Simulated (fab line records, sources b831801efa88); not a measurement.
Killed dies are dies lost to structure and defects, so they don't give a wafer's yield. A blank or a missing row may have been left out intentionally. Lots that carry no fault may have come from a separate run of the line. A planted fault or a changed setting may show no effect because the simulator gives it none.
Which tool did it?    flow gf180mcu    24 lots with 72 wafers sampled at 6 steps, on a route of 602 steps

## WHAT THE GAUGES READ, wafer by wafer
GF_STI_THK_MEAS_02. Usual: for STI_OXIDATION_THK the level is 9.36 nm and the standard deviation is 0.23.
lot   measured     on            STI_OXIDATION_THK (nm)  flag
L074  day 1 11:32  filmMetro-03  9.48 9.57 9.35          
L075  day 1 16:31  filmMetro-03  9.14 9.05 9.15          
L076  day 1 21:31  filmMetro-03  9.22 9.43 9.30          
L077  day 2 02:31  filmMetro-01  9.51 9.69 9.43          
L078  day 2 07:31  filmMetro-02  9.33 9.44 9.28          
L079  day 2 13:30  filmMetro-01  9.25 9.19 9.17          
L080  day 2 17:31  filmMetro-02  9.18 9.12 9.40          
L081  day 2 22:31  filmMetro-02  9.69 9.62 9.39          
L082  day 3 03:47  filmMetro-01  9.42 9.47 9.20          
L083  day 3 08:31  filmMetro-01  9.12 9.09 9.21          
L084  day 3 14:45  filmMetro-03  8.86 9.13 8.89          
L085  day 3 18:47  filmMetro-02  9.35 9.32 9.27          
L086  day 4 00:51  filmMetro-03  9.38 9.22 9.18          
L087  day 4 04:53  filmMetro-02  9.74 9.87 9.66          
L088  day 4 09:57  filmMetro-01  9.45 9.52 9.63          
L089  day 4 14:31  filmMetro-03  8.83 8.89 9.04          
L090  day 4 19:31  filmMetro-01  9.10 9.21 9.16          
L091  day 5 03:17  filmMetro-01  9.23 9.36 9.06          
L092  day 5 08:44  filmMetro-01  9.53 9.54 9.77          
L093  day 5 13:29  filmMetro-03  9.58 9.65 9.56          
L094  day 5 17:47  filmMetro-02  9.61 9.58 9.66          
L095  day 5 20:36  filmMetro-02  9.68 9.45 9.59          
L096  day 6 01:32  filmMetro-02  9.53 9.54 9.50          
L097  day 6 07:22  filmMetro-01  9.44 9.33 9.30          

GF_VT_IMPLANT_OVL_MEAS_29. Usual: for VT_IMPLANT_02_OVL the level is -0.1 nm and the standard deviation is 1.4.
lot   measured      on          VT_IMPLANT_02_OVL (nm)  flag
L074  day 6 18:31   overlay-01  0.0 -0.7 0.0            
L075  day 7 05:53   overlay-02  0.2 0.6 0.6             
L076  day 7 09:38   overlay-01  0.6 1.2 -0.6            
L077  day 7 13:36   overlay-01  1.3 2.4 2.3             
L078  day 7 19:14   overlay-02  2.2 1.6 1.8             
L079  day 8 05:12   overlay-01  -0.8 -0.5 -0.6          
L080  day 8 10:42   overlay-02  2.0 0.0 -0.7            
L081  day 8 15:39   overlay-02  -3.1 -1.9 -2.7          
L082  day 8 22:15   overlay-02  -2.0 0.0 -1.1           
L083  day 9 08:31   overlay-02  -0.5 -1.7 -0.8          
L084  day 9 14:50   overlay-02  0.0 -0.7 -0.6           
L085  day 9 21:23   overlay-01  0.1 1.5 1.4             
L086  day 10 01:02  overlay-01  -0.3 -2.5 -1.7          
L087  day 10 16:20  overlay-01  1.9 1.3 1.7             
L088  day 10 21:15  overlay-01  0.0 0.2 1.4             
L089  day 11 02:04  overlay-02  -1.2 0.4 0.5            
L090  day 11 08:45  overlay-02  -0.2 -1.7 -0.9          
L091  day 11 13:34  overlay-02  1.5 1.2 1.6             
L092  day 12 02:39  overlay-02  -0.4 -1.8 -2.2          
L093  day 12 03:17  overlay-01  -0.8 -0.7 -3.1          
L094  day 12 14:20  overlay-01  0.3 1.1 0.1             
L095  day 12 17:40  overlay-01  -0.5 0.4 0.2            
L096  day 12 20:40  overlay-02  -2.8 -3.7 -2.4          
L097  day 13 02:54  overlay-01  1.5 0.4 -0.1            

GF_VT_IMPLANT_RS_MEAS_49: measures by four-point-probe. Usual: for MVPSD_RS the level is 1168.5 ohm/sq and the standard deviation is 2.9.
lot   measured      on            MVPSD_RS (ohm/sq)     flag
L074  day 7 10:49   filmMetro-03  1172.3 1171.2 1172.1  
L075  day 7 22:32   filmMetro-03  1169.5 1170.4 1173.7  
L076  day 8 02:37   filmMetro-04  1164.8 1161.0 1167.8  
L077  day 8 06:40   filmMetro-03  1163.8 1163.0 1164.5  
L078  day 8 12:11   filmMetro-03  1173.9 1172.9 1171.6  
L079  day 8 22:48   filmMetro-02  1169.1 1168.1 1170.4  
L080  day 9 04:31   filmMetro-03  1169.2 1169.2 1170.7  
L081  day 9 09:20   filmMetro-03  1170.4 1173.0 1166.8  
L082  day 9 16:40   filmMetro-02  1166.9 1164.4 1166.9  
L083  day 10 02:13  filmMetro-04  1169.6 1168.0 1166.2  
L084  day 10 09:52  filmMetro-03  1167.3 1169.8 1168.2  
L085  day 10 16:25  filmMetro-02  1171.1 1167.0 1171.4  
L086  day 10 20:07  filmMetro-02  1169.0 1171.7 1166.7  
L087  day 11 11:24  filmMetro-02  1170.9 1171.9 1168.0  
L088  day 11 16:36  filmMetro-02  1166.1 1168.3 1170.2  
L089  day 11 21:32  filmMetro-04  1168.4 1170.0 1171.4  
L090  day 12 04:46  filmMetro-02  1164.8 1166.6 1164.6  
L091  day 12 10:12  filmMetro-04  1167.8 1168.3 1165.4  
L092  day 12 23:22  filmMetro-04  1171.0 1167.7 1169.0  
L093  day 13 00:16  filmMetro-03  1166.6 1167.9 1165.2  
L094  day 13 11:01  filmMetro-04  1167.0 1165.8 1166.2  
L095  day 13 14:13  filmMetro-03  1172.3 1173.5 1172.2  
L096  day 13 17:46  filmMetro-02  1164.1 1166.6 1162.9  
L097  day 14 00:09  filmMetro-03  1166.5 1161.8 1167.9  

GF_HV_LDD_THK_MEAS_55. Usual: for HV_LDD_CVD_54_THK the level is 9.97 nm and the standard deviation is 0.16.
lot   measured      on            HV_LDD_CVD_54_THK (nm)  flag
L074  day 12 05:37  filmMetro-03  9.98 10.00 9.81         
L075  day 12 19:05  filmMetro-02  10.02 9.98 9.92         
L076  day 13 01:41  filmMetro-03  10.03 10.00 10.09       
L077  day 13 06:35  filmMetro-02  9.79 9.82 9.75          
L078  day 13 12:04  filmMetro-03  9.76 9.86 9.77          
L079  day 14 04:49  filmMetro-03  10.00 9.97 10.08        
L080  day 14 07:19  filmMetro-04  10.14 10.06 10.11       
L081  day 14 15:30  filmMetro-04  9.92 9.90 10.03         
L082  day 15 00:31  filmMetro-02  10.09 10.13 10.28       
L083  day 15 10:07  filmMetro-02  9.82 9.93 10.11         
L084  day 15 19:19  filmMetro-03  9.99 9.92 9.88          
L085  day 16 04:44  filmMetro-03  9.69 9.71 9.84          
L086  day 16 07:40  filmMetro-04  9.97 9.99 10.15         
L087  day 17 00:55  filmMetro-04  10.11 10.05 10.02       
L088  day 17 10:33  filmMetro-04  9.96 10.02 9.85         
L089  day 17 15:07  filmMetro-03  10.17 10.03 10.16       
L090  day 17 23:19  filmMetro-04  9.77 9.71 9.82          
L091  day 18 07:58  filmMetro-03  10.05 10.12 10.11       
L092  day 18 20:54  filmMetro-02  9.89 9.73 9.84          
L093  day 19 01:04  filmMetro-04  10.02 9.99 10.09        
L094  day 19 12:17  filmMetro-02  10.33 10.34 10.42       
L095  day 19 17:22  filmMetro-03  9.81 9.94 9.89          
L096  day 19 19:53  filmMetro-03  9.85 9.95 10.08         
L097  day 20 04:04  filmMetro-04  9.78 9.78 9.65          

## TOOL THAT RAN EACH LOT (tool first, then ch and the chambers of the sampled wafers, then the start)
lot   GF_POLY_GATE_ETCH_12               GF_HV_LDD_STRIP_10
L074  rieDiel-04 ch 2,3, day 9 00:41     plasmaAsher-01 ch 0,1, day 9 19:35
L075  rieDiel-03 ch 1,3, day 9 13:21     plasmaAsher-02 ch 0,1, day 10 09:35
L076  rieDiel-04 ch 2,3, day 9 17:41     plasmaAsher-03 ch 0,1, day 10 14:14
L077  rieDiel-01 ch 0,1,3, day 9 21:54   plasmaAsher-01 ch 0,1, day 10 17:41
L078  rieDiel-03 ch 0,1,3, day 10 04:17  plasmaAsher-03 ch 0,1, day 11 00:28
L079  rieDiel-01 ch 0,2,3, day 10 17:09  plasmaAsher-03 ch 0,1, day 11 14:31
L080  rieDiel-03 ch 0,2,3, day 10 20:59  plasmaAsher-01 ch 0,1, day 11 17:11
L081  rieDiel-01 ch 0,1,2, day 11 03:09  plasmaAsher-03 ch 0,1, day 12 00:10
L082  rieDiel-01 ch 1,3, day 11 10:12    plasmaAsher-01 ch 0,1, day 12 08:17
L083  rieDiel-03 ch 0,1,2, day 11 20:59  plasmaAsher-01 ch 0,1, day 12 18:05
L084  rieDiel-03 ch 1,2, day 12 04:45    plasmaAsher-01 ch 0,1, day 13 01:58
L085  rieDiel-01 ch 0,1,3, day 12 11:01  plasmaAsher-01 ch 0,1, day 13 10:20
L086  rieDiel-03 ch 0,1,3, day 12 15:37  plasmaAsher-03 ch 0,1, day 13 13:59
L087  rieDiel-01 ch 1,3, day 13 07:51    plasmaAsher-01 ch 0, day 14 05:28
L088  rieDiel-03 ch 0,1,3, day 13 15:19  plasmaAsher-03 ch 0,1, day 14 14:23
L089  rieDiel-01 ch 0,1,2, day 13 18:46  plasmaAsher-03 ch 0,1, day 14 18:05
L090  rieDiel-04 ch 1,2,3, day 14 02:46  plasmaAsher-01 ch 0,1, day 15 01:44
L091  rieDiel-03 ch 0,2,3, day 14 08:31  plasmaAsher-03 ch 0,1, day 15 07:38
L092  rieDiel-03 ch 0,2,3, day 14 21:59  plasmaAsher-02 ch 0,1, day 15 21:10
L093  rieDiel-01 ch 0,1,2, day 15 00:49  plasmaAsher-01 ch 0, day 16 00:50
L094  rieDiel-04 ch 1,2, day 15 11:25    plasmaAsher-02 ch 0,1, day 16 11:13
L095  rieDiel-04 ch 0,1,2, day 15 15:57  plasmaAsher-03 ch 0,1, day 16 16:55
L096  rieDiel-01 ch 1,2,3, day 15 16:55  plasmaAsher-02 ch 0,1, day 16 17:43
L097  rieDiel-04 ch 1,2,3, day 16 01:38  plasmaAsher-01 ch 0,1, day 17 01:59
- GF_POLY_GATE_ETCH_12: etches BARC in N2/H2.
- GF_HV_LDD_STRIP_10: strips in O2/N2.

## AS READ BY THE TOOLS THEMSELVES (means over the sampled wafers that have a number; for cases with no such wafer, the mark the record gives instead)
GF_POLY_GATE_ETCH_12. Usual: drypumpMotorCurrentA 5.7 A, standard deviation 0.54; oesProductAu 0.735 a.u., standard deviation 0.0048; throttleValvePct 13.216 %, standard deviation 0.0084.
lot   tool        drypumpMotorCurrentA (A)  oesProductAu (a.u.)  throttleValvePct (%)  flag
L074  rieDiel-04  5.5                       0.733                13.215                
L075  rieDiel-03  5.1                       0.739                13.219                
L076  rieDiel-04  5.5                       0.732                13.219                
L077  rieDiel-01  5.8                       0.731                13.211                
L078  rieDiel-03  5.3                       0.732                13.212                
L079  rieDiel-01  5.9                       0.735                13.213                
L080  rieDiel-03  5.4                       0.732                13.215                
L081  rieDiel-01  5.8                       0.737                13.212                
L082  rieDiel-01  6.3                       0.732                13.215                
L083  rieDiel-03  5.5                       0.734                13.227                
L084  rieDiel-03  5.4                       0.737                13.213                
L085  rieDiel-01  5.8                       0.736                13.207                
L086  rieDiel-03  5.3                       0.736                13.217                
L087  rieDiel-01  6.3                       0.742                13.216                
L088  rieDiel-03  5.3                       0.740                13.217                
L089  rieDiel-01  5.8                       0.737                13.219                
L090  rieDiel-04  5.5                       0.733                13.215                
L091  rieDiel-03  5.4                       0.733                13.214                
L092  rieDiel-03  5.4                       0.731                13.207                
L093  rieDiel-01  5.8                       0.733                13.216                
L094  rieDiel-04  5.5                       0.733                13.222                
L095  rieDiel-04  5.9                       0.736                13.214                
L096  rieDiel-01  6.3                       0.736                13.222                
L097  rieDiel-04  5.5                       0.734                13.219                

GF_HV_LDD_STRIP_10. Usual: drypumpMotorCurrentA 5.6 A, standard deviation 0.52; heaterPowerW 335 W, standard deviation 28; oesProductAu 0.716 a.u., standard deviation 0.0048; stripTimeToEndpointS 12.64 s, standard deviation 0.033.
lot   tool            drypumpMotorCurrentA (A)  heaterPowerW (W)  oesProductAu (a.u.)  stripTimeToEndpointS (s)  flag
L074  plasmaAsher-01  5.5                       343               0.710                12.61                     
L075  plasmaAsher-02  5.9                       330               0.712                12.63                     
L076  plasmaAsher-03  5.8                       330               0.721                12.63                     
L077  plasmaAsher-01  5.2                       354               0.720                12.67                     
L078  plasmaAsher-03  5.5                       309               0.714                12.63                     
L079  plasmaAsher-03  5.5                       309               0.716                12.62                     
L080  plasmaAsher-01  5.2                       352               0.717                12.67                     
L081  plasmaAsher-03  5.8                       330               0.715                12.67                     
L082  plasmaAsher-01  5.5                       338               0.716                12.67                     
L083  plasmaAsher-01  5.2                       358               0.714                12.62                     
L084  plasmaAsher-01  5.2                       352               0.719                12.63                     
L085  plasmaAsher-01  5.2                       352               0.718                12.67                     
L086  plasmaAsher-03  5.5                       305               0.718                12.62                     
L087  plasmaAsher-01  4.9                       364               0.718                12.64                     
L088  plasmaAsher-03  5.8                       322               0.718                12.64                     
L089  plasmaAsher-03  5.5                       308               0.712                12.66                     
L090  plasmaAsher-01  5.2                       355               0.717                12.70                     
L091  plasmaAsher-03  5.5                       308               0.719                12.60                     
L092  plasmaAsher-02  6.0                       334               0.716                12.63                     
L093  plasmaAsher-01  4.9                       361               0.711                12.63                     
L094  plasmaAsher-02  6.0                       333               0.716                12.64                     
L095  plasmaAsher-03  5.5                       304               0.716                12.63                     
L096  plasmaAsher-02  6.1                       339               0.716                12.65                     
L097  plasmaAsher-01  5.2                       352               0.712                12.57                     

## THE ANSWER, worked out from the rows above alone
Rule: a lot is off if the mean of its wafers that have a number lies more than 3 standard deviations from the usual mean. Also off: a lot with no number at a reading for which 4 or more lots have one. Any other lot the step has rows for is counted as sound. After the gauges, taken in route order, come the tools' own readings; for these a lot's mean is taken, as printed above. The first step at which some lot is off is used, and at that step the reading that is off furthest; a lot without a number counts as furthest.
None of the lots is off at any reading shown; this tells nothing.

## WHAT THE SIMULATOR PUT IN
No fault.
